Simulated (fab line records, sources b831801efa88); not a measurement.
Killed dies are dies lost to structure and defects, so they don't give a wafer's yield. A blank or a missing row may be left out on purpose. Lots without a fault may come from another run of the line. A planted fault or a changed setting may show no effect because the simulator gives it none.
Which tool did it? | flow sky130 | 14 lots, 42 wafers sampled, at 2 steps of a route of 708

WHAT THE GAUGES READ, wafer by wafer
The record holds no reading of a measuring or inspecting step that can be judged against a usual standard deviation.

WHICH TOOL RAN EACH LOT (tool, then ch and the chambers of the sampled wafers, then the start)
lot  | SKY_METAL5_SOFTBAKE_10            | SKY_PAD_OPEN_PROBE_99
L600 | litho_track-02 ch 0, day 44 00:19 | prober-02, day 46 09:16
L601 | litho_track-03 ch 0, day 44 06:56 | prober-01, day 46 16:58
L604 | litho_track-03 ch 0, day 44 19:46 | prober-02, day 47 04:33
L605 | litho_track-02 ch 0, day 45 02:11 | prober-01, day 47 10:34
L606 | litho_track-04 ch 0, day 45 08:14 | prober-02, day 47 15:14
L607 | litho_track-02 ch 0, day 45 14:20 | prober-01, day 47 22:46
L608 | litho_track-03 ch 0, day 45 20:25 | prober-02, day 48 02:17
L610 | litho_track-02 ch 0, day 46 11:31 | prober-02, day 48 17:14
L611 | litho_track-03 ch 0, day 46 17:11 | prober-01, day 48 20:27
L613 | litho_track-03 ch 0, day 46 21:44 | prober-01, day 49 01:45
L617 | litho_track-03 ch 0, day 47 22:14 | prober-01, day 49 23:42
L619 | litho_track-02 ch 0, day 48 09:04 | prober-01, day 50 08:50
L621 | litho_track-02 ch 0, day 48 23:53 | prober-01, day 50 21:48
L622 | litho_track-04 ch 0, day 49 00:32 | prober-02, day 50 22:57
- SKY_METAL5_SOFTBAKE_10: time 60 s.
- SKY_PAD_OPEN_PROBE_99

WHAT THE TOOLS THEMSELVES READ (means of the sampled wafers that have a number; where no wafer has one, the mark that the record gives instead)
SKY_METAL5_SOFTBAKE_10. Usual: heater_power_total_W 56.59 W, standard deviation 0.05; run_length_s 88.91 s, standard deviation 0.11.
lot  | tool           | heater_power_total_W (W) | run_length_s (s) | flag
L600 | litho_track-02 | 56.61                    | 88.97            |
L601 | litho_track-03 | 56.57                    | 88.75            |
L604 | litho_track-03 | 56.60                    | 88.87            |
L605 | litho_track-02 | 56.61                    | 88.98            |
L606 | litho_track-04 | 56.59                    | 88.85            |
L607 | litho_track-02 | 56.64                    | 89.02            |
L608 | litho_track-03 | 56.55                    | 88.86            |
L610 | litho_track-02 | 56.56                    | 88.96            |
L611 | litho_track-03 | 56.63                    | 88.91            |
L613 | litho_track-03 | 56.61                    | 88.99            |
L617 | litho_track-03 | 56.58                    | 88.98            |
L619 | litho_track-02 | 57.61                    | 86.15            | OFF
L621 | litho_track-02 | 57.13                    | 87.43            | OFF
L622 | litho_track-04 | 56.62                    | 88.87            |

SKY_PAD_OPEN_PROBE_99. Usual: defect_limited_yield 82.4 %, standard deviation 2; killed_at_M0_to_M3 43, standard deviation 6.7; killed_at_M4_up 3.2, standard deviation 2.1; killed_at_contacts 25, standard deviation 5.9; killed_at_front_end 16, standard deviation 4.7; killed_at_other 0.3, standard deviation 0.54; killed_dies 87, standard deviation 9.8; killed_on_rim 17, standard deviation 3.7; killed_open 47, standard deviation 6.7; killed_short 40, standard deviation 6.5; sort_bin_3_pad_short 0.9 %, standard deviation 0.45; sort_bin_5_function 10.5 %, standard deviation 1.5; sort_bin_6_memory 6.2 %, standard deviation 1.2; sort_n_pass 405, standard deviation 9.8; sort_yield_pct 82.4 %, standard deviation 2.
lot  | tool      | defect_limited_yield (%) | killed_at_M0_to_M3 | killed_at_M4_up | killed_at_contacts | killed_at_front_end | killed_at_other | killed_dies | killed_on_rim | killed_open | killed_short | sort_bin_3_pad_short (%) | sort_bin_5_function (%) | sort_bin_6_memory (%) | sort_n_pass | sort_yield_pct (%) | flag
L600 | prober-02 | 82.1                     | 46                 | 3.3             | 25                 | 14                  | 0.0             | 88          | 17            | 49          | 39           | 0.6                      | 10.7                    | 6.6                   | 404         | 82.1               |
L601 | prober-01 | 80.6                     | 47                 | 3.0             | 26                 | 20                  | 0.0             | 96          | 19            | 53          | 43           | 1.0                      | 11.1                    | 7.4                   | 396         | 80.6               |
L604 | prober-02 | 82.3                     | 43                 | 2.0             | 28                 | 14                  | 0.3             | 87          | 16            | 48          | 39           | 0.5                      | 10.8                    | 6.4                   | 405         | 82.3               |
L605 | prober-01 | 83.6                     | 44                 | 5.3             | 22                 | 10                  | 0.3             | 81          | 16            | 42          | 39           | 1.0                      | 9.8                     | 5.6                   | 411         | 83.6               |
L606 | prober-02 | 81.8                     | 50                 | 3.7             | 23                 | 12                  | 0.0             | 90          | 20            | 49          | 39           | 0.8                      | 10.9                    | 6.5                   | 402         | 81.8               |
L607 | prober-01 | 81.8                     | 37                 | 6.3             | 27                 | 18                  | 0.0             | 89          | 18            | 45          | 43           | 1.1                      | 11.0                    | 6.0                   | 403         | 81.8               |
L608 | prober-02 | 83.1                     | 40                 | 3.7             | 25                 | 14                  | 0.7             | 83          | 15            | 43          | 39           | 0.9                      | 10.5                    | 5.5                   | 409         | 83.1               |
L610 | prober-02 | 81.2                     | 45                 | 6.0             | 27                 | 14                  | 0.3             | 92          | 18            | 49          | 42           | 1.2                      | 10.4                    | 7.1                   | 400         | 81.2               |
L611 | prober-01 | 86.2                     | 36                 | 2.7             | 17                 | 13                  | 0.0             | 68          | 12            | 34          | 34           | 1.0                      | 7.9                     | 4.9                   | 424         | 86.2               |
L613 | prober-01 | 81.7                     | 45                 | 1.0             | 31                 | 13                  | 0.3             | 90          | 19            | 51          | 39           | 1.1                      | 10.7                    | 6.5                   | 402         | 81.7               |
L617 | prober-01 | 81.2                     | 45                 | 3.0             | 28                 | 16                  | 0.0             | 92          | 18            | 50          | 42           | 0.8                      | 11.4                    | 6.6                   | 400         | 81.2               |
L619 | prober-01 | 82.3                     | 42                 | 3.7             | 28                 | 14                  | 0.3             | 87          | 15            | 53          | 34           | 0.9                      | 10.9                    | 5.9                   | 405         | 82.3               |
L621 | prober-01 | 84.1                     | 44                 | 2.7             | 16                 | 13                  | 1.3             | 78          | 15            | 39          | 39           | 1.3                      | 9.4                     | 5.1                   | 414         | 84.1               |
L622 | prober-02 | 83.8                     | 40                 | 2.3             | 19                 | 18                  | 0.0             | 80          | 13            | 39          | 39           | 0.8                      | 9.4                     | 6.0                   | 412         | 83.8               |

THE ANSWER, worked out from the rows above alone
Rule: a lot is off if the mean of its wafers that have a number lies more than 3 standard deviations from the usual mean. A lot without any number at a reading at which 4 lots or more have one is off too. The other lots that the step has rows for count as sound. The gauges are gone through in route order, then the tools' own readings, and for those a lot's mean is taken as printed above. The first step at which some lot is off is used, and at that step the reading that is off furthest; a lot without a number counts as furthest.
Off: L619, L621, at SKY_METAL5_SOFTBAKE_10 (run_length_s).
A tool fits if, at that step or a process step before it, it ran every lot that is off, and no sound lot after the first of them. One fits: litho_track-02 at SKY_METAL5_SOFTBAKE_10. Its last sound lot is L610 (day 46 11:31), its first lot that is off L619 (day 48 09:04): a fault that began between those two fits.
The tool's own readings at SKY_METAL5_SOFTBAKE_10 bear it out: on the lots that are off they differ by more than 5 times the standard deviation of the sound lots' means. heater_power_total_W reads 57.37 W there against 56.60 W on the sound lots; run_length_s reads 86.79 s there against 88.92 s on the sound lots.

WHAT THE SIMULATOR HAD PUT IN
Process parameter drift: litho_track-02, from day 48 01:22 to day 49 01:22, at SKY_METAL5_SOFTBAKE_10. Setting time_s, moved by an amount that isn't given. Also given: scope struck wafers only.
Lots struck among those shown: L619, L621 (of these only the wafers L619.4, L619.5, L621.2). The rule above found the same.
